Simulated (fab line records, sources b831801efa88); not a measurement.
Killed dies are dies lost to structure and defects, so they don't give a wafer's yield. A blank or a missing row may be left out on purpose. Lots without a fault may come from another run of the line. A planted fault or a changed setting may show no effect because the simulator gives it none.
One fault seen from 2 desks | flow sky130 | each desk has only its own numbers; what lay behind them comes last

THE TOOL OWNER'S DESK: pvd_sputter-03
The tool's own readings at SKY_METAL4_SPUTTER_02 (material AlCu, target thk 735 nm, time 39.1 s): means of the sampled wafers that have a number, for each lot that ran on this tool. A lot is out of limits, marked OUT, if its mean lies more than 4 standard deviations from the usual mean; the brackets give that distance.
Columns: A = throttle_valve_pct at SKY_METAL4_SPUTTER_02, usual 29.7 %
lot  | first seen here | A
L149 | day 40 06:13    | 29.9
L151 | day 40 15:59    | 30.2
L169 | day 45 16:50    | 30.2
This desk's finding: nothing out of limits on any of the 3 lots.

THE METROLOGY DESK
What the gauges read, lot by lot, whatever tool the lot ran on: means of the sampled wafers that have a number. A lot is out of limits, marked OUT, if its mean lies more than 4 standard deviations from the usual mean; the brackets give that distance.
Columns: A = cd_nm at SKY_SONOS_ONO_CD_MEAS_13, usual 409.7 nm; B = LDD_HVN_OVL at SKY_LDD_HVN_OVL_MEAS_07, usual 0.1 nm; C = METAL2_OVL at SKY_METAL2_OVL_MEAS_16, usual 3 nm
lot  | first seen here | A     | B    | C
L149 | day 12 21:37    | 411.6 | 0.6  | -3
L151 | day 13 15:06    | 411.8 | 1.3  | -0
L153 | day 14 16:23    | 408.1 | 0.4  | 2
L154 | day 14 16:40    | 411.1 | -0.5 | -3
L155 | day 14 22:07    | 408.9 | -0.7 | -0
L156 | day 15 04:52    | 412.0 | -0.7 | 6
L157 | day 15 17:37    | 409.8 | 0.0  | 6
L158 | day 15 21:34    | 408.0 | -0.9 | 5
L159 | day 16 10:35    | 407.7 | -0.7 | -2
L160 | day 16 15:53    | 411.9 | -1.4 | -2
L161 | day 16 22:03    | 408.0 | -1.3 | 8
L169 | day 20 00:22    | 413.8 | 0.0  | 3
This desk's finding: nothing out of limits on any of the 12 lots.

PUT TOGETHER
The tool owner's desk saw nothing out of limits.
The metrology desk saw nothing out of limits.

WHAT THE SIMULATOR HAD PUT IN
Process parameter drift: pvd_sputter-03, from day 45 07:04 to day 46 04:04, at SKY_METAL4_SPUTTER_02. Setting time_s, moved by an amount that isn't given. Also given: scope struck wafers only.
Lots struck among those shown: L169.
